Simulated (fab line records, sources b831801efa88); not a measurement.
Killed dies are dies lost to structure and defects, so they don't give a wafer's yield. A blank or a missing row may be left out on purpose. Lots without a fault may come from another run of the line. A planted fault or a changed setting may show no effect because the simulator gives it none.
fab line records | flow gf180mcu
record lots=5 wafers=23
route steps=602 shown V2@405 M3@413 V3@433 M4@460 V4@480 MIM@503
start_h: hours from the record's first day to the start of the lot's first wafer shown | wait_h: hours since the lot's step before | " the same as in the row above | L1.1+2: a row that stands for several wafers | - no value, or no start given | * or withheld: withheld | < > ~ a bound
route shown NAME@n: a module of which the file shows steps, and the number in the route of the first | usual: mean/standard deviation of fault-free wafers | same: alike in all rows | chamber/n: place in a boat | sites: the reading at each site | _std_site: their standard deviation | _edge_site: outer sites' mean less inner sites' | radius_mm: how far each site lies from the wafer's centre | mask NAME#n: copy n | behind: the tool/chamber that last shaped the wafer | hold: why the lot was held/for how many hours/how that ended | device: the transistor (n, p or np) that didn't switch | end of line: the same wafers' tests at the end of the route | a step without rows: its recipe alone | killed: dies lost to structure and defects at the first sort, not the wafer's yield | map: a wafer's dies, x killed, . not, _ none there
set.NAME: the setting as run; set.NAME@STEP: as run at that earlier step | model.NAME: the simulator's own value behind a step, which no gauge read
lots whose settings were changed on purpose; a table a step, a row a wafer
## steps
# step GF_V2_CVD_23
# recipe material=W target_thk_nm=350 time_s=104.94 temp_c=400 pressure_torr=40
# columns lot.wafer tool chamber start_h wait_h set.temp_c model.W_of_V2_CVD_23.thk_nm
L074.2 cvd_w-02 1 448.98 0.0 408.2 399.7
L074.3 " 0 " " 400 352.4
L074.4 " 1 " " 408.2 401.9
L074.5 " 0 " " 400 348.3
L074.6 " 1 " " 400 344.7
L075.1 cvd_w-01 0 462.38 0.0 400 349.3
L075.2 " 1 " " 388.5 288.6
L075.3 " 0 " " 388.5 279.2
L075.4 " 1 " " 400 355.2
L075.5 " 0 " " 400 353.7
L076.2 cvd_w-02 1 471.33 0.0 400 345.6
L076.5 " 0 " " 400 344.2
L076.6 " 1 " " 400 343.3
L080.1+2 cvd_w-01 1,0 537.33 0.0 400 343.3
L080.3 " 0 " " 400 343.6
L080.4 " 1 " " 400 342.7
L080.5 " 1 " " 400 347.7
L085.1 cvd_w-01 0 570.23 0.0 400 342.2
L085.2+5 " 1 " " 396.6 326.6
L085.4 " 1 " " 400 347.9
L085.6 " 0 " " 396.6 323.1
# step GF_V2_RS_MEAS_24
# recipe thk_meas_gauge=four-point-probe reads=W_of_V2_CVD_23+TiN_of_V2_SPUTTER_22+Ti_of_V2_SPUTTER_21
# usual V2_W_RS=0.330/0.0035
# columns lot.wafer tool chamber start_h wait_h set.temp_c@V2_CVD_23 V2_W_RS[ohm/sq]
L074.2 film_metro-02 - 449.12 0.1 408.2 0.287
L074.3 " - " " 400 0.326
L074.4 " - " " 408.2 0.285
L074.5 " - " " 400 0.330
L074.6 " - " " 400 0.332
L075.1 film_metro-03 - 462.49 0.1 400 0.328
L075.2 " - " " 388.5 0.398
L075.3 " - " " 388.5 0.411
L075.4 " - " " 400 0.322
L075.5 " - " " 400 0.323
L076.2 film_metro-04 - 471.46 0.1 400 0.332
L076.5 " - " " 400 0.333
L076.6 " - " " 400 0.334
L080.1 film_metro-03 - 537.44 0.1 400 0.334
L080.2 " - " " 400 0.334
L080.3 " - " " 400 0.333
L080.4 " - " " 400 0.334
L080.5 " - " " 400 0.329
L085.1 film_metro-03 - 570.35 0.1 400 0.335
L085.2 " - " " 396.6 0.351
L085.4 " - " " 400 0.330
L085.5 " - " " 396.6 0.351
L085.6 " - " " 396.6 0.355
# step GF_V2_THK_MEAS_25
# recipe thk_meas_gauge=xrf reads=W_of_V2_CVD_23
# usual V2_W_THK=342/4.1
# columns lot.wafer tool chamber start_h wait_h set.temp_c@V2_CVD_23 V2_W_THK[nm]
L074.2 film_metro-02 - 449.23 0.1 408.2 391
L074.3 " - " " 400 347
L074.4 " - " " 408.2 396
L074.5 " - " " 400 345
L074.6 " - " " 400 341
L075.1 film_metro-03 - 462.61 0.1 400 342
L075.2 " - " " 388.5 283
L075.3 " - " " 388.5 273
L075.4 " - " " 400 347
L075.5 " - " " 400 346
L076.2 film_metro-04 - 471.57 0.1 400 340
L076.5 " - " " 400 339
L076.6 " - " " 400 339
L080.1 film_metro-03 - 537.56 0.1 400 335
L080.2 " - " " 400 339
L080.3 " - " " 400 337
L080.4 " - " " 400 336
L080.5 " - " " 400 342
L085.1 film_metro-03 - 570.47 0.1 400 335
L085.2 " - " " 396.6 322
L085.4 " - " " 400 342
L085.5 " - " " 396.6 320
L085.6 " - " " 396.6 318
# step GF_M3_SPUTTER_04
# recipe material=TiN target_thk_nm=50 power_w=6500 time_s=41.7 chamber_pressure_pa=0.4
# columns lot.wafer tool chamber start_h wait_h set.chamber_pressure_pa model.TiN_of_M3_SPUTTER_04.thk_nm
L074.2 pvd_sputter-02 - 449.76 0.0 0.4 50.22
L074.3 " - " " 0.4 50.99
L074.4 " - " " 0.4 51.05
L074.5 " - " " 0.4 50.52
L074.6 " - " " 0.4 50.94
L075.1 pvd_sputter-03 - 463.15 0.0 0.4221 50.51
L075.2 " - " " 0.4221 50.14
L075.3 " - " " 0.4221 49.56
L075.4 " - " " 0.4221 50.03
L075.5 " - " " 0.4221 49.89
L076.2 pvd_sputter-01 - 472.10 0.0 0.4 49.81
L076.5 " - " " 0.4 49.35
L076.6 " - " " 0.4 50.22
L080.1 pvd_sputter-03 - 538.10 0.0 0.4579 48.75
L080.2 " - " " 0.4579 48.84
L080.3 " - " " 0.4579 48.11
L080.4 " - " " 0.4579 48.54
L080.5 " - " " 0.4579 48.48
L085.1 pvd_sputter-02 - 571.01 0.0 0.4 50.32
L085.2 " - " " 0.4 50.46
L085.4 " - " " 0.4 50.25
L085.5 " - " " 0.4 50.11
L085.6 " - " " 0.4 50.02
# step GF_M3_COAT_09
# recipe resist=KrF spin_rpm=withheld resist_thk_nm=1000
# columns lot.wafer tool chamber start_h wait_h set.resist_thk_nm model.KrF_of_M3_COAT_09.thk_nm
L074.2 litho_track-04 0 461.61 0.1 1000 996.4
L074.3 " 0 " " 970.9 970.2
L074.4+6 " 0 " " 970.9 965.3
L074.5 " 0 " " 1000 997
L075.1 litho_track-03 0 475.11 0.1 1000 1002
L075.2 " 0 " " 1000 1004
L075.3 " 0 " " 1044 1047
L075.4 " 0 " " 1044 1052
L075.5 " 0 " " 1044 1046
L076.2 litho_track-03 0 484.23 0.1 1000 1000
L076.5 " 0 " " 1000 1001
L076.6 " 0 " " 1000 1004
L080.1 litho_track-02 0 549.88 0.1 1000 998.1
L080.2 " 0 " " 970.6 967.9
L080.3 " 0 " " 970.6 968.5
L080.4 " 0 " " 1000 996.9
L080.5 " 0 " " 1000 995.6
L085.1+6 litho_track-04 0 581.14 0.1 1000 1003
L085.2+4 " 0 " " 1016 1017
L085.5 " 0 " " 1000 1001
# step GF_M3_STRIP_17
# recipe chemistry=O2/N2 power_w=1400 pressure_mtorr=1500 platen_temp_c=250 o2_flow_sccm=3000 n2_flow_sccm=300 overash_fraction=0.5
# usual strip_time_to_endpoint_s=7.87/0.036
# columns lot.wafer tool chamber start_h wait_h set.platen_temp_c set.resist_thk_nm@M3_COAT_09 strip_time_to_endpoint_s
L074.2 plasma_asher-01 1 474.18 0.1 250 1000 7.84
L074.3 " 1 " " 253.5 970.9 7.07
L074.4 " 0 " " 250 970.9 7.51
L074.5 " 0 " " 250 1000 7.81
L074.6 " 1 " " 253.5 970.9 7.03
L075.1 plasma_asher-04 0 487.00 0.1 250 1000 7.87
L075.2 " 1 " " 253.8 1000 7.33
L075.3 " 1 " " 253.8 1044 7.71
L075.4 " 0 " " 253.8 1044 7.80
L075.5 " 1 " " 250 1044 8.33
L076.2 plasma_asher-04 1 496.70 0.1 250 1000 7.81
L076.5 " 1 " " 250 1000 7.83
L076.6 " 0 " " 250 1000 7.90
L080.1 plasma_asher-01 0 561.20 0.1 250 1000 7.85
L080.2 " 1 " " 250 970.6 7.57
L080.3 " 1 " " 257.5 970.6 6.57
L080.4 " 0 " " 257.5 1000 6.84
L080.5 " 0 " " 250 1000 7.83
L085.1 plasma_asher-01 1 592.66 0.1 246.2 1000 8.55
L085.2 " 0 " " 246.2 1016 8.64
L085.4 " 1 " " 250 1016 8.01
L085.5 " 0 " " 250 1000 7.87
L085.6 " 1 " " 246.2 1000 8.55
# step GF_V3_CMP_04
# recipe material=SiO2 down_force_psi=4 platen_rpm=60 pad_velocity_m_s=0.94248
# columns lot.wafer tool chamber start_h wait_h set.leave_above_ref_nm model.SiO2_of_V3_CVD_02.thk_nm
L074.4 cmp-01 3 475.02 0.1 632.5 633.7
L074.2 " 0 " " 669.5 669.3
L074.3 " 1 " " 632.5 631.6
L074.6 " 2 " " 669.5 668.8
L074.5 " 3 " " 669.5 669.9
L075.4 cmp-01 1 487.81 0.0 632.5 632
L075.2 " 2 " " 616.5 617.4
L075.1 " 3 " " 632.5 631.9
L075.3 " 0 " " 616.5 616.2
L075.5 " 2 " " 616.5 616.9
L076.2 cmp-01 3 497.53 0.0 632.5 632.1
L076.5 " 3 " " 632.5 632
L076.6 " 0 " " 632.5 631.3
L080.3 cmp-02 1 562.04 0.0 632.5 633.2
L080.1 " 2 " " 657 656.8
L080.2 " 3 " " 657 657.9
L080.4 " 0 " " 657 658
L080.5 " 1 " " 632.5 634.1
L085.1 cmp-02 3 593.49 0.1 613.8 614.2
L085.4 " 0 " " 632.5 633.3
L085.2 " 1 " " 613.8 614.5
L085.5 " 3 " " 632.5 632.1
L085.6 " 0 " " 632.5 632.4
# step GF_V3_ETCH_17
# recipe chemistry=C4F8/O2/Ar mask_material=KrF target=SiO2 stop_on=TiN source_w=1500 bias_w=1200 pressure_mtorr=40 c4f8_flow_sccm=withheld O2_flow_sccm=6 Ar_flow_sccm=300 time_s=withheld target_depth_a=6350
# usual oes_product_au=0.856/0.0052
# columns lot.wafer tool chamber start_h wait_h set.source_w set.leave_above_ref_nm@V3_CMP_04 oes_product_au model.V3.feature_depth_nm
L074.2 rie_diel-04 3 - - 1500 669.5 0.885 669.3
L074.3 " 1 " " 1500 632.5 0.853 631.6
L074.4 " 0 " " 1500 632.5 0.856 633.7
L074.5 " 2 " " 1500 669.5 0.892 669.9
L074.6 " 3 " " 1500 669.5 0.891 668.8
L075.1 rie_diel-04 0 - - 1500 632.5 0.858 631.9
L075.2 " 1 " " 1561 616.5 0.831 617.9
L075.3 " 3 " " 1500 616.5 0.846 616.2
L075.4 " 2 " " 1561 632.5 0.855 632.4
L075.5 " 2 " " 1500 616.5 0.838 616.9
L076.2 rie_diel-02 2 - - 1500 632.5 0.851 632.1
L076.5 " 0 " " 1500 632.5 0.855 632
L076.6 " 1 " " 1500 632.5 0.863 631.3
L080.1 rie_diel-02 2 - - 1500 657 0.868 656.8
L080.2 " 1 " " 1500 657 0.879 657.9
L080.3 " 0 " " 1500 632.5 0.859 633.2
L080.4 " 1 " " 1500 657 0.878 658
L080.5 " 0 " " 1500 632.5 0.852 634.1
L085.1 rie_diel-03 3 - - 1500 613.8 0.847 614.2
L085.2 " 0 " " 1551 613.8 0.834 614.8
L085.4 " 1 " " 1551 632.5 0.856 633.7
L085.5 " 0 " " 1551 632.5 0.842 632.5
L085.6 " 1 " " 1500 632.5 0.858 632.4
# step GF_M4_SPUTTER_04
# recipe material=TiN target_thk_nm=50 power_w=6500 time_s=41.7 chamber_pressure_pa=0.4
# columns lot.wafer tool chamber start_h wait_h set.time_s model.TiN_of_M4_SPUTTER_04.thk_nm
L074.2 pvd_sputter-04 - 500.93 0.0 41.7 50.91
L074.3 " - " " 45.92 56.37
L074.4 " - " " 45.92 55.89
L074.5 " - " " 45.92 55.97
L074.6 " - " " 41.7 50.56
L075.1 pvd_sputter-01 - 513.52 0.0 41.7 49.57
L075.2 " - " " 37.58 43.63
L075.3 " - " " 41.7 49.18
L075.4 " - " " 41.7 49.92
L075.5 " - " " 37.58 44.24
L076.2 pvd_sputter-04 - 523.61 0.0 41.7 50.31
L076.5 " - " " 41.7 50.29
L076.6 " - " " 41.7 50.33
L080.1 pvd_sputter-01 - 585.39 0.0 41.7 50.26
L080.2 " - " " 41.7 49.61
L080.3 " - " " 41.7 49.68
L080.4 " - " " 41.7 50.07
L080.5 " - " " 41.7 50.35
L085.1 pvd_sputter-02 - 616.31 0.0 45.88 55.45
L085.2 " - " " 41.7 50.21
L085.4 " - " " 45.88 55.25
L085.5 " - " " 41.7 50.5
L085.6 " - " " 45.88 55.17
# step GF_M4_DEVELOP_13
# recipe develop_time_s=60 dev_temp_c=21
# columns lot.wafer tool chamber start_h wait_h set.develop_time_s
L074.2+3+4 litho_track-02 0 524.31 0.2 57.17
L074.5+6 " 0 " " 60
L075.1+2+3+4+5 litho_track-02 0 536.33 0.2 60
L076.2+5+6 litho_track-02 0 546.96 0.2 60
L080.1+2+3+4+5 litho_track-01 0 605.81 0.2 60
L085.1+5+6 litho_track-03 0 636.31 0.2 60
L085.2+4 " 0 " " 62.39
# step GF_M4_METAL_ETCH_16
# recipe chemistry=Cl2/BCl3 mask_material=KrF target_depth_nm=627.5 stop_on=SiO2 pressure_mtorr=8 icp_w=800 bias_w=140 Cl2_flow_sccm=80 bcl3_flow_sccm=40 time_s=104.6
# columns lot.wafer tool chamber start_h wait_h set.time_s set.develop_time_s@M4_DEVELOP_13 model.M4.feature_depth_nm model.KrF_of_M4_COAT_09.thk_nm
L074.2 rie_metal-02 1 524.59 0.0 104.6 57.17 605.9 739.3
L074.3 " 1 " " 117.1 57.17 - -
L074.4 " 0 " " 104.6 57.17 - -
L074.5 " 0 " " 104.6 60 - -
L074.6 " 1 " " 117.1 60 602.9 716.3
L075.1 rie_metal-03 0 536.64 0.0 89.63 60 541.8 778
L075.2 " 0 " " 89.63 60 - -
L075.3 " 0 " " 89.63 60 540.4 780.1
L075.4 " 0 " " 104.6 60 609.5 741.8
L075.5 " 0 " " 104.6 60 - -
L076.2 rie_metal-03 1 547.24 0.0 104.6 60 603.6 744.1
L076.5 " 0 " " 104.6 60 599.8 745.8
L076.6 " 1 " " 104.6 60 604 747.2
L080.1 rie_metal-03 1 606.12 0.0 104.6 60 604 740.3
L080.2 " 0 " " 89.08 60 535.7 780.3
L080.3 " 1 " " 104.6 60 613 745.6
L080.4 " 0 " " 89.08 60 538.7 779.7
L080.5 " 0 " " 89.08 60 538.1 778.3
L085.1+6 rie_metal-03 1 636.61 0.0 104.6 60 - -
L085.2 " 0 " " 104.6 62.39 598.7 739.1
L085.4 " 0 " " 94.15 62.39 - -
L085.5 " 0 " " 94.15 60 575.9 764.6
# step GF_M4_STRIP_17
# recipe chemistry=O2/N2 power_w=1400 pressure_mtorr=1500 platen_temp_c=250 o2_flow_sccm=3000 n2_flow_sccm=300 overash_fraction=0.5
# usual oes_product_au=0.561/0.0048 strip_time_to_endpoint_s=7.97/0.045
# columns lot.wafer tool chamber start_h wait_h set.time_s@M4_METAL_ETCH_16 oes_product_au strip_time_to_endpoint_s
L074.2 plasma_asher-03 1 524.70 0.1 104.6 0.562 7.91
L074.3 " 1 " " 117.1 0.544 7.62
L074.4 " 0 " " 104.6 0.564 8.01
L074.5 " 0 " " 104.6 0.569 8.05
L074.6 " 1 " " 117.1 0.550 7.69
L075.1 plasma_asher-01 1 536.86 0.2 89.63 0.582 8.30
L075.2 " 0 " " 89.63 0.574 8.32
L075.3 " 0 " " 89.63 0.583 8.32
L075.4 " 1 " " 104.6 0.558 7.92
L075.5 " 0 " " 104.6 0.561 7.95
L076.2 plasma_asher-04 0 547.35 0.1 104.6 0.567 7.98
L076.5 " 1 " " 104.6 0.564 7.97
L076.6 " 0 " " 104.6 0.563 7.98
L080.1 plasma_asher-01 1 606.23 0.1 104.6 0.559 7.92
L080.2 " 0 " " 89.08 0.574 8.29
L080.3 " 0 " " 104.6 0.564 7.97
L080.4 " 1 " " 89.08 0.578 8.31
L080.5 " 0 " " 89.08 0.580 8.31
L085.1 plasma_asher-01 1 636.72 0.1 104.6 0.553 7.91
L085.2 " 0 " " 104.6 0.556 7.92
L085.4 " 0 " " 94.15 0.570 8.19
L085.5 " 0 " " 94.15 0.566 8.16
L085.6 " 1 " " 104.6 0.554 7.91
# step GF_V4_CMP_04
# recipe material=SiO2 down_force_psi=4 platen_rpm=60 pad_velocity_m_s=0.94248
# usual time_to_endpoint_s=79/5.2
# columns lot.wafer tool chamber start_h wait_h set.leave_above_ref_nm time_to_endpoint_s model.SiO2_of_V4_CVD_02.thk_nm
L074.3 cmp-01 2 525.58 0.1 632.5 85 632.3
L074.4 " 3 " " 632.5 76 632
L074.2 " 0 " " 632.5 74 632.6
L074.5 " 1 " " 632.5 77 631.1
L074.6 " 2 " " 632.5 81 632.2
L075.2 cmp-01 1 537.69 0.0 587.1 87 586.7
L075.3 " 2 " " 587.1 90 588
L075.4 " 3 " " 632.5 76 632.5
L075.1 " 0 " " 632.5 73 633.2
L075.5 " 1 " " 632.5 70 631.4
L076.2 cmp-02 2 548.33 0.2 632.5 76 631.4
L076.5 " 3 " " 632.5 82 634.1
L076.6 " 0 " " 632.5 80 632.6
L080.4 cmp-01 1 607.04 0.0 592 89 590.7
L080.2 " 2 " " 632.5 79 631.3
L080.3 " 3 " " 632.5 75 631.4
L080.1 " 0 " " 632.5 82 632.1
L080.5 " 1 " " 592 94 590.1
L085.1 cmp-02 2 637.53 0.1 602 89 600.2
L085.2 " 3 " " 602 85 601.6
L085.4 " 0 " " 632.5 83 632.4
L085.6 " 2 " " 632.5 80 631.5
L085.5 " 3 " " 602 90 602
# step GF_V4_DEVELOP_13
# recipe develop_time_s=60 resist=KrF dev_temp_c=21
# columns lot.wafer tool chamber start_h wait_h set.develop_time_s
L074.2+4 litho_track-04 0 548.36 0.2 51.58
L074.3+5+6 " 0 " " 60
L075.1+2+3+4+5 litho_track-03 0 560.46 0.2 60
L076.2+5+6 litho_track-03 0 570.68 0.2 60
L080.1+2+3+4+5 litho_track-01 0 627.61 0.2 60
L085.1+5 litho_track-01 0 657.11 0.2 60
L085.2+4+6 " 0 " " 53.92
# step GF_V4_ETCH_16
# recipe chemistry=N2/H2 target_depth_a=withheld overetch_a=withheld time_s=withheld target=BARC ion_energy_ev=200 source_w=500 bias_w=100 pressure_mtorr=30 n2_flow_sccm=100 h2_flow_sccm=200
# step GF_V4_ETCH_17
# recipe chemistry=C4F8/O2/Ar mask_material=KrF target=SiO2 stop_on=TiN source_w=1500 bias_w=1200 pressure_mtorr=40 c4f8_flow_sccm=withheld O2_flow_sccm=6 Ar_flow_sccm=300 time_s=withheld target_depth_a=6300
# usual oes_product_au=0.856/0.0042
# columns lot.wafer tool chamber start_h wait_h set.leave_above_ref_nm@V4_CMP_04 oes_product_au model.V4.feature_depth_nm
L074.2 rie_diel-01 3 - - 632.5 0.850 632.6
L074.3 " 1 " " 632.5 0.860 632.3
L074.4 " 0 " " 632.5 0.857 632
L074.5 " 1 " " 632.5 0.862 631.1
L074.6 " 2 " " 632.5 0.856 632.2
L075.1 rie_diel-01 3 - - 632.5 0.854 633.2
L075.2 " 1 " " 587.1 0.825 586.7
L075.3 " 0 " " 587.1 0.830 588
L075.4 " 0 " " 632.5 0.870 632.5
L075.5 " 3 " " 632.5 0.856 631.4
L076.2 rie_diel-01 1 - - 632.5 0.852 631.4
L076.5 " 0 " " 632.5 0.862 634.1
L076.6 " 3 " " 632.5 0.856 632.6
L080.1 rie_diel-03 2 - - 632.5 0.864 632.1
L080.2 " 3 " " 632.5 0.853 631.3
L080.3 " 0 " " 632.5 0.861 631.4
L080.4 " 1 " " 592 0.826 590.7
L080.5 " 1 " " 592 0.829 590.1
L085.1 rie_diel-04 2 - - 602 0.827 600.2
L085.2 " 1 " " 602 0.830 601.6
L085.4 " 3 " " 632.5 0.856 632.4
L085.5 " 1 " " 602 0.830 602
L085.6 " 2 " " 632.5 0.850 631.5
# step GF_MIM_SPUTTER_00
# recipe material=Ti target_thk_nm=37.5 arriving_ion_energy_ev=80 substrate_temp_c=200 chamber_pressure_pa=2 power_w=4000 time_s=150
# columns lot.wafer tool chamber start_h wait_h set.time_s model.Ti_of_MIM_SPUTTER_00.thk_nm
L074.2 pvd_sputter-01 - 550.00 0.2 150 37.47
L074.3 " - " " 150 37.29
L074.4 " - " " 167.3 41.56
L074.5 " - " " 150 37.61
L074.6 " - " " 167.3 41.94
L075.1 pvd_sputter-03 - 562.17 0.1 131 33.73
L075.2 " - " " 131 33.7
L075.3 " - " " 150 37.78
L075.4 " - " " 131 33.13
L075.5 " - " " 150 38.46
L076.2 pvd_sputter-01 - 572.58 0.2 150 37.2
L076.5 " - " " 150 37.28
L076.6 " - " " 150 37.14
L080.1 pvd_sputter-03 - 629.28 0.2 150 38.12
L080.2 " - " " 150 37.94
L080.3 " - " " 150 38.25
L080.4 " - " " 150 37.7
L080.5 " - " " 150 37.92
L085.1 pvd_sputter-01 - 658.77 0.2 150 37.19
L085.2 " - " " 160 39.79
L085.4 " - " " 150 36.57
L085.5 " - " " 150 36.95
L085.6 " - " " 160 39.52
# step GF_MIM_SPUTTER_09
# recipe material=TiN target_thk_nm=35 power_w=6500 time_s=29.2 chamber_pressure_pa=0.4
# columns lot.wafer tool chamber start_h wait_h set.time_s model.TiN_of_MIM_SPUTTER_09.thk_nm
L074.2 pvd_sputter-02 - 550.38 0.0 29.2 35.51
L074.3 " - " " 29.2 35.25
L074.4 " - " " 29.2 34.91
L074.5 " - " " 29.2 35.61
L074.6 " - " " 29.2 35.58
L075.1 pvd_sputter-01 - 562.55 0.0 29.2 34.65
L075.2 " - " " 29.2 34.74
L075.3 " - " " 29.2 35.46
L075.4 " - " " 29.2 35.18
L075.5 " - " " 29.2 34.79
L076.2 pvd_sputter-02 - 572.96 0.0 29.2 35.3
L076.5 " - " " 29.2 35.19
L076.6 " - " " 29.2 34.97
L080.1 pvd_sputter-02 - 629.66 0.0 33.2 39.76
L080.2+3 " - " " 29.2 34.97
L080.4 " - " " 33.2 39.67
L080.5 " - " " 33.2 39.94
L085.1 pvd_sputter-02 - 659.15 0.0 32.46 38.62
L085.2 " - " " 29.2 35.22
L085.4 " - " " 29.2 34.9
L085.5 " - " " 32.46 39.29
L085.6 " - " " 32.46 38.72
## key
split step=GF_V2_CVD_23 setting=temp_c stated=400 by=wafer
response step=GF_V2_CVD_23 reading=model.W_of_V2_CVD_23.thk_nm change=+24.4 per=1% r=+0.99
response step=GF_V2_RS_MEAS_24 reading=V2_W_RS change=-0.0254 per=1% r=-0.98
response step=GF_V2_THK_MEAS_25 reading=V2_W_THK change=+23.4 per=1% r=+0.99
split step=GF_M3_SPUTTER_04 setting=chamber_pressure_pa stated=0.4 by=lot
response step=GF_M3_SPUTTER_04 reading=model.TiN_of_M3_SPUTTER_04.thk_nm change=-0.12 per=1% r=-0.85
split step=GF_M3_COAT_09 setting=resist_thk_nm stated=1000 by=wafer
response step=GF_M3_COAT_09 reading=model.KrF_of_M3_COAT_09.thk_nm change=+10.1 per=1% r=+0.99
response step=GF_M3_STRIP_17 reading=strip_time_to_endpoint_s slope=* per=1% together_with=platen_temp_c@M3_STRIP_17 explained=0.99
split step=GF_M3_STRIP_17 setting=platen_temp_c stated=250 by=wafer
response step=GF_M3_STRIP_17 reading=strip_time_to_endpoint_s change=* per=1% r=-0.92
split step=GF_V3_CMP_04 setting=leave_above_ref_nm stated=632.5 by=wafer
response step=GF_V3_CMP_04 reading=model.SiO2_of_V3_CVD_02.thk_nm change=+6.21 per=1% r=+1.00
response step=GF_V3_ETCH_17 reading=oes_product_au change=+0.00557 per=1% r=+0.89
response step=GF_V3_ETCH_17 reading=model.V3.feature_depth_nm change=+6.22 per=1% r=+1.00
split step=GF_V3_ETCH_17 setting=source_w stated=1500 by=wafer
response none clear
split step=GF_M4_SPUTTER_04 setting=time_s stated=41.7 by=wafer
response step=GF_M4_SPUTTER_04 reading=model.TiN_of_M4_SPUTTER_04.thk_nm change=+0.529 per=1% r=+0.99
split step=GF_M4_DEVELOP_13 setting=develop_time_s stated=60 by=wafer
response step=GF_M4_METAL_ETCH_16 reading=model.M4.feature_depth_nm slope=-10.1 per=1% together_with=time_s@M4_METAL_ETCH_16 explained=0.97
split step=GF_M4_METAL_ETCH_16 setting=time_s stated=104.6 by=wafer
response step=GF_M4_METAL_ETCH_16 reading=model.M4.feature_depth_nm shape=bent at_lowest=537.5 at_stated=604.8 at_highest=602.9
response step=GF_M4_METAL_ETCH_16 reading=model.KrF_of_M4_COAT_09.thk_nm change=-2.43 per=1% r=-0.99
response step=GF_M4_STRIP_17 reading=oes_product_au change=-0.00132 per=1% r=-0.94
response step=GF_M4_STRIP_17 reading=strip_time_to_endpoint_s change=* per=1% r=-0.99
split step=GF_V4_CMP_04 setting=leave_above_ref_nm stated=632.5 by=wafer
response step=GF_V4_CMP_04 reading=time_to_endpoint_s change=* per=1% r=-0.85
response step=GF_V4_CMP_04 reading=model.SiO2_of_V4_CVD_02.thk_nm change=+6.35 per=1% r=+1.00
response step=GF_V4_ETCH_17 reading=oes_product_au change=+0.00477 per=1% r=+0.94
response step=GF_V4_ETCH_17 reading=model.V4.feature_depth_nm change=+6.35 per=1% r=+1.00
split step=GF_V4_DEVELOP_13 setting=develop_time_s stated=60 by=wafer
response none clear
split step=GF_MIM_SPUTTER_00 setting=time_s stated=150 by=wafer
response step=GF_MIM_SPUTTER_00 reading=model.Ti_of_MIM_SPUTTER_00.thk_nm change=+0.373 per=1% r=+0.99
split step=GF_MIM_SPUTTER_09 setting=time_s stated=29.2 by=wafer
response step=GF_MIM_SPUTTER_09 reading=model.TiN_of_MIM_SPUTTER_09.thk_nm change=+0.348 per=1% r=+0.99
